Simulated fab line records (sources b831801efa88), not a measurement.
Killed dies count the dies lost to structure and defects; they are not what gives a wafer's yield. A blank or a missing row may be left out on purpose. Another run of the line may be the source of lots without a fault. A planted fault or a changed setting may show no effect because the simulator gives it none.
Which tool did it? ; flow gf180mcu ; 10 lots with 30 wafers sampled at 4 steps, on a route of 602 steps

WHAT THE GAUGES SHOWED, per wafer
GF_TOP_METAL_RS_MEAS_05: uses a four-point probe to measure.
lot;measured;on;TOP_METAL_ALCU_RS (ohm/sq)
L616;day 27 03:45;film-metro-04;0.03246 0.0335 0.03312
L619;day 28 05:40;film-metro-01;0.03293 0.03246 0.0324
L620;day 28 22:19;film-metro-01;0.033 0.03304 0.0331
L622;day 29 18:22;film-metro-03;0.03267 0.03273 0.03279
L624;day 29 23:01;film-metro-04;0.03277 0.0331 0.03279
L631;day 32 04:47;film-metro-04;0.03289 0.03128 0.03255
L632;day 32 05:22;film-metro-04;0.03124 0.03325 0.03122
L633;day 32 08:16;film-metro-01;0.03315 0.03305 0.03308
L638;day 33 09:40;film-metro-03;0.03288 0.03339 0.03348
L639;day 33 13:14;film-metro-03;0.03243 0.03271 0.03288

TOOL THAT RAN EACH LOT (tool first, then ch and the chambers of the sampled wafers, then the start)
lot;GF_M5_ETCH_09;GF_TOP_METAL_SPUTTER_00;GF_TOP_METAL_SPUTTER_02
L616;rie-diel-03 ch 0,2, day 26 03:37;pvd-sputter-02, day 27 03:29;pvd-sputter-02, day 27 03:37
L619;rie-diel-03 ch 0,2, day 27 06:05;pvd-sputter-03, day 28 05:26;pvd-sputter-03, day 28 05:34
L620;rie-diel-03 ch 0,2, day 27 23:40;pvd-sputter-03, day 28 22:05;pvd-sputter-03, day 28 22:13
L622;rie-diel-04 ch 0,1,2, day 28 19:53;pvd-sputter-04, day 29 18:08;pvd-sputter-04, day 29 18:16
L624;rie-diel-01 ch 1,2,3, day 29 01:10;pvd-sputter-03, day 29 22:47;pvd-sputter-03, day 29 22:55
L631;rie-diel-04 ch 2,3, day 31 05:31;pvd-sputter-03, day 32 04:33;pvd-sputter-03, day 32 04:41
L632;rie-diel-01 ch 0,1, day 31 07:59;pvd-sputter-03, day 32 05:09;pvd-sputter-03, day 32 05:17
L633;rie-diel-01 ch 0,1,3, day 31 12:02;pvd-sputter-02, day 32 07:59;pvd-sputter-02, day 32 08:07
L638;rie-diel-03 ch 0,1, day 32 14:28;pvd-sputter-04, day 33 09:25;pvd-sputter-04, day 33 09:33
L639;rie-diel-01 ch 0,2,3, day 32 18:28;pvd-sputter-04, day 33 13:01;pvd-sputter-04, day 33 13:08
- GF_M5_ETCH_09: etches Si3N4 in CF4/O2, target depth 52 nm, time 11.6 s.
- GF_TOP_METAL_SPUTTER_00: material Ti, target thk 37.5 nm, time 150 s.
- GF_TOP_METAL_SPUTTER_02: material AlCu, target thk 900 nm, time 47.82 s.

THE ANSWER, worked out from the rows above alone
Rule: usual is defined by the lots themselves. The widest of any qualifying gaps counts: lots, ordered by their means at a reading, are off when they make up no more than a third of the lots, leave a main group of 4 or more, and stand apart from it by 3 or more times the standard deviation of that group's means. A main group is skipped when, at the precision printed for the reading in the tables above, its means are all equal. A lot without any number at a reading at which 4 lots or more have one is off too. The other lots that the step has rows for count as sound.
Across all readings shown, no lot is off: no conclusion can be drawn from this.

WHAT THE SIMULATOR HAD INSERTED
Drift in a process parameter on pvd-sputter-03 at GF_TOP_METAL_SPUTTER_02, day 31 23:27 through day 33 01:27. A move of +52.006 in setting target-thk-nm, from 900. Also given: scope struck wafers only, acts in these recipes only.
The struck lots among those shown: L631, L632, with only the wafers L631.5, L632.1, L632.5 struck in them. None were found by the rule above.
